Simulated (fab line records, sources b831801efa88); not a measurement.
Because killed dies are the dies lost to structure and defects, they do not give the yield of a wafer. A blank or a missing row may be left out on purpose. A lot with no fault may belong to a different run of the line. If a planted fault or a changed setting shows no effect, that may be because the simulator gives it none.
The same fault as seen by 2 desks || flow sky130 || numbers are kept per desk, each desk with only its own; the story behind them comes last

## THE TOOL OWNER'S DESK: plasmaAsher-02
The tool's own readings at SKY_METAL4_STRIP_19 (strips in O2/N2): means of the sampled wafers that have a number, for each lot that ran on this tool. The brackets show how far a lot's mean lies from the usual mean; more than 4 standard deviations puts the lot out of limits, marked OUT.
Columns: A = drypumpMotorCurrentA at SKY_METAL4_STRIP_19, usual 5.49 A; B = oesProductAu at SKY_METAL4_STRIP_19, usual 0.502 a.u.; C = stripTimeToEndpointS at SKY_METAL4_STRIP_19, usual 6.55 s
{"lot": "L903", "first seen here": "day 43 03:28", "A": 5.91, "B": 0.503, "C": 6.59}
{"lot": "L905", "first seen here": "day 43 14:12", "A": 5.84, "B": 0.498, "C": 6.53}
{"lot": "L916", "first seen here": "day 46 12:13", "A": 5.82, "B": 0.505, "C": 6.55}
{"lot": "L923", "first seen here": "day 47 18:28", "A": 5.75, "B": 0.505, "C": 6.67}
{"lot": "L924", "first seen here": "day 48 03:58", "A": 5.78, "B": 0.509, "C": 6.60}
This desk found nothing out of limits on any of the 5 lots.

## AT THE METROLOGY DESK
What the gauges read for every lot (on any tool): the sampled wafers with a number, averaged. The brackets show how far a lot's mean lies from the usual mean; more than 4 standard deviations puts the lot out of limits, marked OUT.
Columns: A = cdNm at SKY_METAL4_CD_MEAS_13, usual 299.8 nm; B = METAL4_OVL at SKY_METAL4_OVL_MEAS_14, usual -1 nm
{"lot": "L903", "first seen here": "day 43 02:59", "A": 299.5, "B": 3}
{"lot": "L905", "first seen here": "day 43 13:44", "A": 300.7, "B": -5}
{"lot": "L907", "first seen here": "day 44 11:41", "A": 302.1, "B": -3}
{"lot": "L908", "first seen here": "day 44 17:11", "A": 299.0, "B": -2}
{"lot": "L910", "first seen here": "day 45 09:56", "A": 300.3, "B": -3}
{"lot": "L911", "first seen here": "day 45 10:14", "A": 298.3, "B": -15}
{"lot": "L914", "first seen here": "day 46 03:03", "A": 298.4, "B": -0}
{"lot": "L916", "first seen here": "day 46 11:44", "A": 300.3, "B": -6}
{"lot": "L915", "first seen here": "day 46 12:16", "A": 301.0, "B": -1}
{"lot": "L923", "first seen here": "day 47 17:59", "A": 299.3, "B": -3}
{"lot": "L924", "first seen here": "day 48 03:29", "A": 298.4, "B": -2}
{"lot": "L925", "first seen here": "day 48 12:45", "A": 299.8, "B": 1}
This desk found nothing out of limits on any of the 12 lots.

## PUT TOGETHER
The tool owner's desk saw nothing out of limits.
From the metrology desk's view, nothing was out of limits.

## WHAT HAD BEEN PUT IN BY THE SIMULATOR
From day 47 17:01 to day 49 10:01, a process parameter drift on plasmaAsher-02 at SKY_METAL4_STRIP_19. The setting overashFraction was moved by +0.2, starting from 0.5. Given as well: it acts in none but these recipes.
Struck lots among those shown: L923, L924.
